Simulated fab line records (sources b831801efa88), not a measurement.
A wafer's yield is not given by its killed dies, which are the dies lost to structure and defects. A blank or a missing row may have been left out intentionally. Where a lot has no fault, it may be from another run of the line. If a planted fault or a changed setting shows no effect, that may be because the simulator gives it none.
Problem report in the 8D (eight disciplines) form, filled by code	flow sky130	the parts of the form that need people (team, actions taken, sign-off) are left out

== 1. PROBLEM STATEMENT ==
killed_at_M0_to_M3 at SKY_PAD_OPEN_PROBE_99 reads a mean of 323 on 1 wafer of 1 lot; wafers without a fault read 44 with a standard deviation of 7.5. That is +37 standard deviations from the usual mean.
The first sign was on wafer L340.4 at day 47 19:17, on prober-02. Wafers with a number at this step in the record: 9, from 3 lots. The rule behind "out" and "out of limits": a value lying over 4 standard deviations away from the usual mean. All remaining wafers that have a number are taken as sound.

== 2. WHAT IT IS; WHAT IT IS NOT ==
question	is	is not
which readings at this step	killed_at_M0_to_M3, defectLimitedYield, killedDies, killedOnRim, sort_bin_3_pad_short, sort_bin_5_function, sort_bin_6_memory, sortNPass, sortYieldPct	killed_at_M4_up, killedAtContacts, killedAtOther, killedOpen
which lots	L340	L347, L352
which wafers of those lots	L340.4	L340.5, L340.6
read on which tools	prober-02	prober-01
when	from day 47 19:17	up to then (0 sound wafers); but 8 sound wafers of L340, L347, L352 came after

== 3. WHAT RULES OUT EACH SUSPECT ==
Counting: any tool at a process step up to the reading remains a suspect provided it ran every lot that is out. Sound lots after the first of them don't rule it out here, since some wafers of a struck lot are sound.
- cmp-01 at SKY_VIA1_CMP_24 (polishes, stops on SiO2, t overpolish 15 s, target thk 0 nm): kept. It ran the lot that is out, L340 (day 36 14:00).
- pvdSputter-03 at SKY_METAL4_SPUTTER_01 (material TiN, target thk 20 nm, time 16.7 s): kept. It ran the lot that is out, L340 (day 42 00:50).
- pvdSputter-03 at SKY_METAL4_SPUTTER_03 (material Ti, target thk 5 nm, time 3.3 s): kept. It ran the lot that is out, L340 (day 42 00:53).
- prober-02 at SKY_PAD_OPEN_PROBE_99: kept. It ran the lot that is out, L340 (day 47 19:17). Its own readings are out on those wafers: defectLimitedYield, killed_at_M0_to_M3, killedDies, killedOnRim, sort_bin_3_pad_short, sort_bin_5_function, sort_bin_6_memory, sortNPass, sortYieldPct.
- Within cmp-01 at SKY_VIA1_CMP_24: the wafers that are out ran in chamber 0; their sound lot-mates ran in chambers 1, 2.
Left after counting: cmp-01 at SKY_VIA1_CMP_24, pvdSputter-03 at SKY_METAL4_SPUTTER_01, pvdSputter-03 at SKY_METAL4_SPUTTER_03, prober-02 at SKY_PAD_OPEN_PROBE_99.

== 4. THE CAUSE (what the simulator had put in) ==
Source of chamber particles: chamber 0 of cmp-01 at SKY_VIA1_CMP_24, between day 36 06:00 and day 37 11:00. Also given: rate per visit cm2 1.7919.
Counting leaves 4 suspects; this tool is one of them.

== 5. THE EFFECT CHAIN, in route order ==
Rows list readings where the struck wafers' mean (over those with a number) sits beyond 3 standard deviations from the usual. Only readings whose record carries a usual standard deviation are examined. hours: median over the lots of the time between each lot's start at the first step of this table that gives one and its start at this step. sigmas: the change, counted in usual standard deviations.
hours	step	reading	usual	on struck wafers	change	sigmas
0	SKY_PAD_OPEN_PROBE_99	defectLimitedYield	82.6 %	29.7	-52.9	-25
0	SKY_PAD_OPEN_PROBE_99	killed_at_M0_to_M3	44	323	+279	+37
0	SKY_PAD_OPEN_PROBE_99	killedDies	85	346	+261	+26
0	SKY_PAD_OPEN_PROBE_99	killedOnRim	17	67	+50	+12
0	SKY_PAD_OPEN_PROBE_99	sort_bin_3_pad_short	0.8 %	5.1	+4.3	+10
0	SKY_PAD_OPEN_PROBE_99	sort_bin_5_function	10.3 %	47.0	+36.7	+22
0	SKY_PAD_OPEN_PROBE_99	sort_bin_6_memory	6.2 %	18.3	+12.1	+11
0	SKY_PAD_OPEN_PROBE_99	sortNPass	407	146	-261	-26
0	SKY_PAD_OPEN_PROBE_99	sortYieldPct	82.6 %	29.7	-52.9	-25
Its process steps:
- SKY_PAD_OPEN_PROBE_99

== 6. WHAT WOULD HAVE CAUGHT IT SOONER ==
First out-of-limits reading in this record: day 47 19:17, which is 277 hours after fault onset at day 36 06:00.
Tool readings at SKY_VIA1_CMP_24 with a usual standard deviation given in the record: none out on any struck wafer, hence no alarm at a limit of 4 standard deviations on them.
All the lots that are out (1) had begun SKY_VIA1_CMP_24 on cmp-01 by day 47 19:17. Had the tool been put on hold then, not one of them would have been saved.
